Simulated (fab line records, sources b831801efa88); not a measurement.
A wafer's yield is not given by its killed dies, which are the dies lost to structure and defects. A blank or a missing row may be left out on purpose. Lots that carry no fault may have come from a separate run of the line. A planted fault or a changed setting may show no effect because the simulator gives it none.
A lot that was struck, set against a sound lot	flow sky130	21 out of 708 route steps
Sound: these wafers, L892.3, L892.4, L892.5. Struck: wafer L900.5 (left out: L900.4, a lot-mate that was not struck); the cause follows at the end.
Order at every step that has rows: each side's tool, ch and its chambers, its first start. Under that, the readings that differ: sound wafers	struck wafers	difference of the means	sigmas: that difference in standard deviations of wafers without a fault.
alike: words and numbers the same on both sides, and readings whose means are apart by under 2 such deviations; not compared: readings that were withheld, readings missing a value for some wafer, numbers with overlapping values and no deviation given by the record, and bounds like >300 which may hide the same value.
The two part at a step that has a row with sigmas, a row that says differs or no value, or rows on one side only. Numbers that have no deviation but don't overlap get no sigmas and don't part them. Lack of a reading on every wafer of one side parts them only where that side has two or more wafers.

first, 1 step without rows for these wafers: SKY_METAL1_SPUTTER_00 (material Ti, target thk 15 nm, time 10 s).
SKY_METAL1_SPUTTER_01: material TiN, target thk 20 nm, time 16.7 s.
  sound: pvdSputter-01 at day 34 03:11; struck: pvdSputter-03 at day 36 13:14
  alike: throttleValvePct
SKY_METAL1_SPUTTER_02: material AlCu, target thk 250 nm, time 13.3 s.
  sound: pvdSputter-01 at day 34 03:13; struck: pvdSputter-03 at day 36 13:16
  alike: throttleValvePct
then, 1 step without rows for these wafers: SKY_METAL1_SPUTTER_03 (material Ti, target thk 5 nm, time 3.3 s).
SKY_METAL1_SPUTTER_04: material TiN, target thk 70 nm, time 58.3 s.
  sound: pvdSputter-01 at day 34 03:16; struck: pvdSputter-03 at day 36 13:19
  alike: throttleValvePct
SKY_METAL1_RS_MEAS_05: uses a four-point probe to measure.
  sound: filmMetro-02 at day 34 03:21; struck: filmMetro-02 at day 36 13:25
  alike: METAL1_ALCU_RS
SKY_METAL1_THK_MEAS_06: measures by xrf.
  sound: filmMetro-02 at day 34 03:27; struck: filmMetro-02 at day 36 13:31
  alike: METAL1_ALCU_THK
then, 5 steps without rows for these wafers: SKY_METAL1_DEHYDRATE_07 (time 60 s); SKY_METAL1_HMDS_08 (prime time 60 s); SKY_METAL1_COAT_09 (resist thk 60 nm); SKY_METAL1_COAT_10 (resist thk 450 nm); SKY_METAL1_SOFTBAKE_11 (time 90 s).
SKY_METAL1_EXPOSE_12: exposes mask MM1, target cd 140 nm.
  sound on krfScanner-02 ch 0, day 34 17:13; struck on krfScanner-01 ch 0, day 37 02:58
  alike: mask, focusOffsetNm
then, 2 steps without rows for these wafers: SKY_METAL1_PEB_13; SKY_METAL1_DEVELOP_14 (develop time 60 s).
SKY_METAL1_CD_MEAS_15: target cd 140 nm.
  sound: cdSem-02 at day 35 05:35; struck: cdSem-02 at day 37 15:45
reading	sound	struck	difference	sigmas
cdNm (nm)	139.4 139.0 140.3	58.7	-80.9	-51
SKY_METAL1_OVL_MEAS_16:
  sound: overlay-01 at day 35 05:40; struck: overlay-02 at day 37 15:50
  alike: METAL1_OVL
SKY_METAL1_DESCUM_17: chemistry O2, time 8 s.
  sound on rieMetal-03 ch 0,1, day 35 05:43; struck on rieMetal-03 ch 1, day 37 15:53
reading	sound	struck	difference	sigmas
model.METAL1.cdNm (nm)	139.1 138.6 139.9	58.97	-80.23	
  alike: drypumpMotorCurrentA, heBacksideLeakSccm, oesProductAu
  not compared: rfHoursCounterH
SKY_METAL1_ETCH_18: etches BARC in N2/H2, stops on SiO2, time 45.9 s, target depth 60 nm.
  sound on rieMetal-03 ch 0,1, day 35 05:45; struck on rieMetal-03 ch 1, day 37 15:58
  alike: drypumpMotorCurrentA, heBacksideLeakSccm, oesProductAu, throttleValvePct
  not compared: rfHoursCounterH
SKY_METAL1_METAL_ETCH_19: etches the open film in Cl2/BCl3, stops on SiO2, target depth 360 nm, time 78 s.
  sound on rieMetal-03 ch 0,1, day 35 05:49; struck on rieMetal-03 ch 1, day 37 16:07
reading	sound	struck	difference	sigmas
model.METAL1.cdNm (nm)	138.9 141.7 139.7	58.03	-82.07	
  alike: drypumpMotorCurrentA, heBacksideLeakSccm, oesProductAu, throttleValvePct
  not compared: rfHoursCounterH
SKY_METAL1_STRIP_20: strips in O2/N2.
  sound on plasmaAsher-02 ch 0,1, day 35 05:55; struck on plasmaAsher-02 ch 1, day 37 16:15
  alike: drypumpMotorCurrentA, oesProductAu, stripTimeToEndpointS
  not compared: rfHoursCounterH

== WHERE THEY PART ==
Within this record, at SKY_METAL1_CD_MEAS_15 only. Later steps at which nothing parts them and some readings are alike: SKY_METAL1_OVL_MEAS_16, SKY_METAL1_DESCUM_17, SKY_METAL1_ETCH_18, SKY_METAL1_METAL_ETCH_19, SKY_METAL1_STRIP_20.

WHY: what the simulator had put in
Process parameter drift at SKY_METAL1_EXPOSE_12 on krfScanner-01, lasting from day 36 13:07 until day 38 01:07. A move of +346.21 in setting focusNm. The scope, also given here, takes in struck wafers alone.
